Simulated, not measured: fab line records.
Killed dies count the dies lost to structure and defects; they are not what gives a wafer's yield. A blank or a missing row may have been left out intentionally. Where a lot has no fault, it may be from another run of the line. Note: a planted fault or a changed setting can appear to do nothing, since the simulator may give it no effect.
The tool behind it: which one? | flow gf180mcu | 13 lots, 39 wafers sampled, at 5 steps of a route of 602

WHAT THE GAUGES SHOWED, per wafer
GF_STI_THK_MEAS_30. Usual: STI_OXIDATION_02_THK 10.01 nm, standard deviation 0.19.
lot  | measured    | on            | STI_OXIDATION_02_THK (nm) | flag
L583 | day 2 11:38 | film metro-02 | 10.01 9.91 9.83           |
L584 | day 2 16:21 | film metro-02 | 9.77 9.90 9.80            |
L585 | day 2 20:03 | film metro-02 | 9.93 10.05 10.03          |
L586 | day 3 06:21 | film metro-02 | 10.22 10.07 10.29         |
L592 | day 4 04:14 | film metro-03 | 10.05 10.18 10.11         |
L594 | day 4 14:02 | film metro-03 | 10.07 10.27 10.29         |
L595 | day 4 20:55 | film metro-02 | 10.13 10.15 10.16         |
L596 | day 5 01:50 | film metro-03 | 10.32 10.16 10.26         |
L597 | day 5 07:13 | film metro-01 | 10.16 10.08 10.14         |
L598 | day 5 11:48 | film metro-02 | 10.20 9.92 10.01          |
L602 | day 6 07:55 | film metro-01 | 10.49 10.15 10.24         |
L604 | day 6 21:44 | film metro-01 | 10.36 10.15 10.18         |
L605 | day 7 01:23 | film metro-01 | 9.88 10.01 9.98           |

GF_DNWELL_TW_MEAS_09. Usual: DNWELL_TW 1361, standard deviation 7.5.
lot  | measured    | on            | DNWELL_TW      | flag
L583 | day 2 23:50 | film metro-04 | 1359 1357 1366 |
L584 | day 3 05:19 | film metro-03 | 1360 1367 1363 |
L585 | day 3 08:10 | film metro-02 | 1354 1354 1361 |
L586 | day 3 18:39 | film metro-04 | 1365 1361 1365 |
L592 | day 4 17:44 | film metro-03 | 1353 1350 1360 |
L594 | day 5 03:53 | film metro-02 | 1362 1361 1362 |
L595 | day 5 10:46 | film metro-02 | 1359 1361 1370 |
L596 | day 5 16:30 | film metro-03 | 1356 1363 1356 |
L597 | day 5 21:40 | film metro-02 | 1372 1375 1366 |
L598 | day 6 02:22 | film metro-02 | 1367 1358 1358 |
L602 | day 6 23:58 | film metro-03 | 1368 1370 1376 |
L604 | day 7 14:14 | film metro-02 | 1362 1361 1367 |
L605 | day 7 17:19 | film metro-02 | 1369 1372 1376 |

GF_LVPWELL_OVL_MEAS_07. Usual: LVPWELL_OVL 0.9 nm, standard deviation 1.4.
lot  | measured    | on         | LVPWELL_OVL (nm) | flag
L583 | day 4 02:15 | overlay-01 | 4.3 4.0 2.7      |
L584 | day 4 06:57 | overlay-01 | 2.1 2.2 2.7      |
L585 | day 4 10:39 | overlay-01 | 1.4 2.0 -1.2     |
L586 | day 4 22:52 | overlay-01 | 1.3 1.0 0.4      |
L592 | day 5 23:27 | overlay-01 | 2.7 2.5 1.3      |
L594 | day 6 08:36 | overlay-02 | -0.5 0.2 0.8     |
L595 | day 6 16:17 | overlay-01 | 1.2 0.1 1.6      |
L596 | day 6 22:42 | overlay-01 | 0.8 1.2 1.5      |
L597 | day 7 03:05 | overlay-01 | 0.1 0.2 2.2      |
L598 | day 7 08:44 | overlay-01 | 1.3 0.6 1.0      |
L602 | day 8 08:28 | overlay-02 | 0.6 1.5 4.3      |
L604 | day 8 23:05 | overlay-02 | 2.2 0.9 1.8      |
L605 | day 9 02:42 | overlay-02 | 1.0 -2.1 -1.3    |

WHICH TOOL RAN EACH LOT (tool, then ch and the chambers of the sampled wafers, then the start)
lot  | GF_NWELL_COAT_02                 | GF_NWELL_STRIP_10
L583 | litho track-02 ch 0, day 3 06:20 | plasma asher-02 ch 0,1, day 3 13:06
L584 | litho track-02 ch 0, day 3 11:04 | plasma asher-03 ch 0,1, day 3 17:50
L585 | litho track-02 ch 0, day 3 14:04 | plasma asher-02 ch 1, day 3 21:30
L586 | litho track-04 ch 0, day 4 01:26 | plasma asher-04 ch 0,1, day 4 09:03
L592 | litho track-04 ch 0, day 5 00:28 | plasma asher-02 ch 0, day 5 08:27
L594 | litho track-01 ch 0, day 5 10:24 | plasma asher-02 ch 0,1, day 5 17:45
L595 | litho track-02 ch 0, day 5 17:19 | plasma asher-03 ch 0,1, day 6 01:27
L596 | litho track-01 ch 0, day 5 23:46 | plasma asher-04 ch 0,1, day 6 07:15
L597 | litho track-04 ch 0, day 6 04:01 | plasma asher-03 ch 0,1, day 6 12:15
L598 | litho track-02 ch 0, day 6 09:10 | plasma asher-03 ch 0,1, day 6 17:12
L602 | litho track-04 ch 0, day 7 07:34 | plasma asher-04 ch 0,1, day 7 15:47
L604 | litho track-02 ch 0, day 7 21:46 | plasma asher-02 ch 0,1, day 8 06:41
L605 | litho track-04 ch 0, day 8 01:47 | plasma asher-03 ch 0,1, day 8 09:57
- GF_NWELL_COAT_02: resist thk 3000 nm.
- GF_NWELL_STRIP_10: strips in O2/N2.

AS READ BY THE TOOLS THEMSELVES (means over the sampled wafers that have a number; for cases with no such wafer, the mark the record gives instead)
GF_NWELL_COAT_02. Usual: spin speed rpm at 2000.2 rpm, with a standard deviation of 1.3.
lot  | tool           | spin speed rpm (rpm) | flag
L583 | litho track-02 | 2001.0               |
L584 | litho track-02 | 2000.5               |
L585 | litho track-02 | 2000.0               |
L586 | litho track-04 | 1999.7               |
L592 | litho track-04 | 1999.1               |
L594 | litho track-01 | 1998.8               |
L595 | litho track-02 | 2001.1               |
L596 | litho track-01 | 1999.3               |
L597 | litho track-04 | 2000.5               |
L598 | litho track-02 | 1999.6               |
L602 | litho track-04 | 2000.4               |
L604 | litho track-02 | 2000.9               |
L605 | litho track-04 | 1999.6               |

GF_NWELL_STRIP_10. Usual: drypump motor current A 5.3 A, standard deviation 0.66; heater power w 345 W, standard deviation 33; oes product au 0.722 a.u., standard deviation 0.0045; strip time to endpoint s 36.98 s, standard deviation 0.092.
lot  | tool            | drypump motor current A (A) | heater power w (W) | oes product au (a.u.) | strip time to endpoint s (s) | flag
L583 | plasma asher-02 | 5.7                         | 348                | 0.720                 | 37.01                        |
L584 | plasma asher-03 | 4.8                         | 310                | 0.724                 | 36.90                        |
L585 | plasma asher-02 | 6.2                         | 326                | 0.720                 | 36.92                        |
L586 | plasma asher-04 | 5.8                         | 372                | 0.724                 | 37.01                        |
L592 | plasma asher-02 | 4.7                         | 372                | 0.720                 | 36.97                        |
L594 | plasma asher-02 | 5.7                         | 344                | 0.720                 | 35.83                        | OFF
L595 | plasma asher-03 | 4.8                         | 304                | 0.721                 | 36.94                        |
L596 | plasma asher-04 | 5.4                         | 364                | 0.721                 | 35.86                        | OFF
L597 | plasma asher-03 | 4.8                         | 307                | 0.722                 | 36.96                        |
L598 | plasma asher-03 | 4.8                         | 301                | 0.727                 | 37.02                        |
L602 | plasma asher-04 | 5.4                         | 367                | 0.719                 | 37.09                        |
L604 | plasma asher-02 | 5.7                         | 352                | 0.722                 | 36.90                        |
L605 | plasma asher-03 | 4.8                         | 307                | 0.724                 | 36.99                        |

THE ANSWER, worked out from the rows above alone
Rule: lot off if the mean of its wafers having a number is beyond 3 standard deviations from the usual mean. A lot without any number at a reading at which 4 lots or more have one is off too. All remaining lots with rows at the step are treated as sound. Order of review: gauges by route order, followed by the tools' own readings, for which a lot's mean as printed above is used. The first step at which some lot is off is used, and at that step the reading that is off furthest; a lot without a number counts as furthest.
Off: L594, L596, at GF_NWELL_STRIP_10 (strip time to endpoint s).
If a tool, at that step or one of the process steps before it, ran each lot that is off and ran no sound lot following the first of them, it fits. One candidate fits, namely litho track-01 at GF_NWELL_COAT_02. It ran no sound lot before its first lot that is off in this sample, so the start can't be narrowed down.

WHAT THE SIMULATOR HAD PUT IN
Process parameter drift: litho track-01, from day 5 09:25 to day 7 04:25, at GF_NWELL_COAT_02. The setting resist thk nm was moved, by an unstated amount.
Shown lots that were struck: L594, L596. The rule given above showed the same thing.
